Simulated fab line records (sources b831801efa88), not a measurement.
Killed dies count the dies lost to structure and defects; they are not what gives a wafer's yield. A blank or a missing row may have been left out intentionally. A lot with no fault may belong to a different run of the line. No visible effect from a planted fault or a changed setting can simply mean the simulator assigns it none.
Comparing a struck lot with a sound one | flow sky130 | 16 steps out of a route of 708
Sound: these wafers, L387.3, L387.4, L387.5. Wafers L390.1, L390.2, L390.4 were the ones struck. At the end, the cause is stated.
Per side, at each step with rows, come the tool, then ch with its chambers, and then its first start. Under that, the readings that differ: sound wafers | struck wafers | difference of the means | sigmas: that difference in standard deviations of wafers without a fault.
alike: same words and numbers on both sides, and readings whose means sit less than 2 such deviations apart. not compared: any withheld reading, any reading some wafer has no value for, any bound like >300 that may hide the same value, and any number with overlapping values for which the record gives no deviation.
Wherever a step has rows on one side only, a row that says differs or no value, or a row with sigmas, the two part there. Numbers that don't overlap but have no deviation are shown without sigmas and don't part them. Lack of a reading on every wafer of one side parts them only where that side has two or more wafers.

SKY_FIELD_ISO_THK_MEAS_02:
  sound: filmMetro-03 at day 2 14:12; struck: filmMetro-03 at day 3 03:38
reading                         | sound             | struck            | difference | sigmas
FIELD_ISO_OXIDATION_00_THK (nm) | 11.64 11.59 11.55 | 12.28 12.11 12.29 | +0.63      | +2
then, 1 step without rows for these wafers: SKY_FIELD_ISO_CVD_03 (deposits Si3N4 from DCS/NH3, target thk 165 nm, time 2830 s).
SKY_FIELD_ISO_THK_MEAS_04:
  sound: filmMetro-01 at day 2 16:03; struck: filmMetro-02 at day 3 06:29
  alike: FIELD_ISO_CVD_03_THK
then, 8 steps without rows for these wafers: SKY_FIELD_ISO_DEHYDRATE_05 (time 60 s); SKY_FIELD_ISO_HMDS_06 (prime time 60 s); SKY_FIELD_ISO_COAT_07 (resist thk 60 nm); SKY_FIELD_ISO_COAT_08 (resist thk 450 nm); SKY_FIELD_ISO_SOFTBAKE_09 (time 90 s); SKY_FIELD_ISO_EXPOSE_10 (exposes mask FOM, target cd 150 nm); SKY_FIELD_ISO_PEB_11; SKY_FIELD_ISO_DEVELOP_12 (develop time 60 s).
SKY_FIELD_ISO_CD_MEAS_13 targets a cd of 150 nm.
  sound: cdSem-02 at day 3 07:04; struck: cdSem-01 at day 3 23:18
  alike: cdNm
SKY_FIELD_ISO_ETCH_14: etches BARC in N2/H2, stops on SiO2, time 43.93 s, target depth 60 nm.
  sound on rieDiel-04 ch 0,1,2, day 3 07:09; struck on rieDiel-04 ch 0,1,3, day 3 23:25
  no value came back on the struck wafers for any of 6 readings (biasW (W), chamberPressureMTorr (mTorr) and others); on the sound wafers biasW (W) reads 100.1 99.9 99.2
reading                                         | sound           | struck            | difference | sigmas
model.KrF-thick_of_FIELD_ISO_COAT_08.thkNm (nm) | 395.9 395.2 393 | 435.6 434.7 434.4 | +40.2      | 
  not compared: rfHoursCounterH
SKY_FIELD_ISO_ETCH_15: etches the open film in CHF3/O2, stops on Si, target depth 180 nm, time 72 s.
  sound on rieDiel-04 ch 0,1,2, day 3 07:12; struck on rieDiel-04 ch 0,1,3, day 3 23:28
reading                                         | sound             | struck            | difference | sigmas
oesProductAu (a.u.)                             | 0.945 0.936 0.951 | 0.373 0.375 0.373 | -0.570     | -74
throttleValvePct (%)                            | 8.846 8.842 8.830 | 8.687 8.662 8.674 | -0.165     | -17
model.KrF-thick_of_FIELD_ISO_COAT_08.thkNm (nm) | 241.8 240.9 236.9 | 279.1 275.8 275   | +36.8      | 
  alike: O2_flow_sccm, biasW, drypumpMotorCurrentA
  not compared: rfHoursCounterH
SKY_FIELD_ISO_STRIP_16: strips in O2/N2.
  sound on plasmaAsher-04 ch 0,1, day 3 07:17; struck on plasmaAsher-04 ch 0,1, day 3 23:31
reading                  | sound             | struck            | difference | sigmas
oesProductAu (a.u.)      | 0.377 0.380 0.383 | 0.407 0.397 0.395 | +0.020     | +4
stripTimeToEndpointS (s) | 3.595 3.604 3.550 | 4.009 3.970 3.968 | +0.399     | +13
  alike: drypumpMotorCurrentA
  not compared: rfHoursCounterH
SKY_FIELD_ISO_ETCH_17: etches Si in HBr/Cl2/O2, target depth 342 nm, time 97.7 s.
  sound on rieSi-02 ch 0,1,3, day 3 07:21; struck on rieSi-01 ch 0,1,3, day 3 23:37
  alike: HBr_flow_sccm, O2_flow_sccm, drypumpMotorCurrentA, oesProductAu, throttleValvePct
  not compared: rfHoursCounterH

## WHERE THEY PART
First at SKY_FIELD_ISO_THK_MEAS_02; last, within this record, at SKY_FIELD_ISO_STRIP_16. Later steps at which nothing parts them and some readings are alike: SKY_FIELD_ISO_ETCH_17.

WHY: what the simulator had put in
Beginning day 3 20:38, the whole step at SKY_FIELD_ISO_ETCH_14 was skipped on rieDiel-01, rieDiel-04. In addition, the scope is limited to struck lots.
